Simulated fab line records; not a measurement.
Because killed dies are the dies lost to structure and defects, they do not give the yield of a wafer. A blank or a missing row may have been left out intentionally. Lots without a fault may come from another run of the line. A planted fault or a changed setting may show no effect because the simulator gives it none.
8D (eight disciplines) problem report, filled in by code -- flow sky130 -- the parts of the form that need people (team, actions taken, sign-off) are left out

== 1. THE PROBLEM ==
CONTACT_CVD_00_THK at SKY_CONTACT_THK_MEAS_01 reads a mean of 137.8 nm on 4 wafers of 2 lots; wafers without a fault read 74.9 nm with a standard deviation of 1. That is +63 standard deviations from the usual mean.
First seen on wafer L239.2, day 37 11:49, on film_metro-02. The record has a number at this step for 33 wafers belonging to 11 lots. Rule for "out" (also "out of limits"): further than 4 standard deviations from the usual mean. Any other wafer with a number is counted as sound.

== 2. WHAT IT IS, WHAT IT ISN'T ==
question,is,is not
which readings at this step,CONTACT_CVD_00_THK,-
which lots,"L239, L240","L219, L220, L222, L223, L224, L227, L228, L234, L242"
which wafers of those lots,"L239.2, L239.3, L240.2, L240.3","L239.6, L240.6"
read on which gauges,"film_metro-02, film_metro-03",film_metro-04
when,from day 37 11:49,"up to then (25 sound wafers); but 4 sound wafers of L240, L242 came after"

== 3. SUSPECTS, AND WHAT RULES EACH OUT ==
Counting: a tool at a process step up to the reading stays a suspect if it ran every lot that is out. Sound lots after the first of them don't rule it out here, since some wafers of a struck lot are sound.
- ruled out: the gauge at SKY_CONTACT_THK_MEAS_01. The wafers that are out were read on 2 gauges (film_metro-02, film_metro-03).
- pecvd-02 at SKY_CONTACT_CVD_00 (deposits Si3N4, target thk 75 nm): kept. It processed each lot that is out (first: L239, day 37 11:46); up to then, its last sound lot is L227 (day 33 17:07).
Remaining after the count: pecvd-02 at SKY_CONTACT_CVD_00.

== 4. THE CAUSE (what the simulator had put in) ==
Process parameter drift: pecvd-02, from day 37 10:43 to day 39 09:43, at SKY_CONTACT_CVD_00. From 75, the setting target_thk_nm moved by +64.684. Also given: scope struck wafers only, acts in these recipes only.
The count eliminated every tool but this one.

== 5. THE EFFECT CHAIN, in route order ==
Each row: a reading whose mean over the struck wafers that have a number lies more than 3 standard deviations from the usual. Readings are gone through only where the record gives a usual standard deviation; hours: the median, over the lots, of the time from a lot's start at the first step in this table giving one to that lot's start at this step; sigmas: the change measured in usual standard deviations.
hours,step,reading,usual,on struck wafers,change,sigmas
0,SKY_CONTACT_THK_MEAS_01,CONTACT_CVD_00_THK,74.9 nm,137.8,+62.9,+63
-,SKY_CONTACT_ETCH_18,oes_product_au,0.855 a.u.,0.990,+0.135,+18
-,SKY_CONTACT_ETCH_18,throttle_valve_pct,8.794 %,8.827,+0.033,+3.4
329,SKY_PAD_OPEN_PROBE_99,killed_at_contacts,25,429,+404,+79
329,SKY_PAD_OPEN_PROBE_99,killed_dies,87,492,+405,+46
329,SKY_PAD_OPEN_PROBE_99,killed_on_rim,16,96,+80,+22
The process steps in it:
- SKY_CONTACT_ETCH_18: etches Si3N4 in CHF3/O2, stops on TiN, time 39 s, target depth 75 nm.
- SKY_PAD_OPEN_PROBE_99

== 6. HOW IT WOULD HAVE BEEN CAUGHT EARLIER ==
In this record the first reading out of limits at a measuring or inspecting step was taken at day 37 11:49, 1 hour after the fault began at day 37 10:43.
An alarm limit of 4 standard deviations would not have fired on the tool readings at SKY_CONTACT_CVD_00 for which the record gives a usual standard deviation, since none of them was out on any struck wafer.
Of the lots that are out (2), L240 began SKY_CONTACT_CVD_00 on pecvd-02 after day 37 11:49. Had the tool been put on hold then, it would have been spared.
